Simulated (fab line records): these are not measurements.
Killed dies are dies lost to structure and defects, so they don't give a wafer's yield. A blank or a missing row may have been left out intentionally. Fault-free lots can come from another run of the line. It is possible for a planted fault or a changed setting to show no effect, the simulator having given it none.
Chamber matching	flow sky130	SKY_LI_CONTACT_CMP_02 on cmp-01 has 4 sister chambers
The step polishes PSG. 14 wafers are shown with their chamber, then 7 later ones without.

WAFERS WITH THEIR CHAMBER
wafer	chamber	motor-current-A (A)	time-to-endpoint-s (s)	retaining-ring-pressure-frac
L980.2	0	13.4	35	1.002
L980.3	2	13.4	32	1.002
L980.5	3	11.1	28	1.003
L981.1	3	11.8	33	0.998
L981.4	1	11.8	37	0.999
L981.5	2	14.0	33	0.996
L986.1	1	11.0	35	0.992
L986.4	0	13.6	37	1.000
L987.5	0	14.3	37	1.002
L996.3	0	14.7	35	1.007
L996.4	2	13.3	29	1.008
L996.6	2	13.7	33	1.006
L999.2	1	11.1	40	0.994
L999.3	3	11.6	33	0.998

SIGNATURES (averages over the wafers above)
reading	chamber 0	chamber 1	chamber 2	chamber 3	scatter within a chamber
motor-current-A	14.000	11.300	13.600	11.500	0.452
time-to-endpoint-s	36.00	37.33	31.75	31.33	2.1
retaining-ring-pressure-frac	1.00275	0.99500	1.00300	0.99967	0.00392
Rule: for each reading, subtract the chamber's mean from the wafer's reading, divide by that reading's scatter and square the result; add these up over the readings and take the root, which gives the wafer's distance from the chamber. The wafer belongs to the nearest chamber; if the next one is less than 2 further off, it can't be placed. The scatter: the root of (the sum of the squares of (reading less its chamber's mean) over the shown wafers, divided by (wafers less chambers)).

WAFERS WITHOUT THEIR CHAMBER
wafer	motor-current-A (A)	time-to-endpoint-s (s)	retaining-ring-pressure-frac
L999.6	13.6	35	0.992
L102.3	12.1	37	1.003
L102.5	11.6	36	1.001
L102.6	13.5	37	1.002
L103.1	11.3	36	0.996
L103.3	13.1	29	0.995
L103.5	14.0	36	1.000

EACH ONE'S CHAMBER
wafer	from the rows above	in truth
L999.6	can't be placed: 0 or 2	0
L102.3	can't be placed: 1 or 3 or 2 or 0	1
L102.5	can't be placed: 1 or 3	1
L102.6	can't be placed: 0 or 2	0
L103.1	can't be placed: 1 or 3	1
L103.3	can't be placed: 2 or 3 or 0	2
L103.5	can't be placed: 0 or 2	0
Correct placement for 0 of the 7. Cannot be placed on the basis of these rows: 7; the candidates contain the true chamber in 7. Wrongly placed: 0.
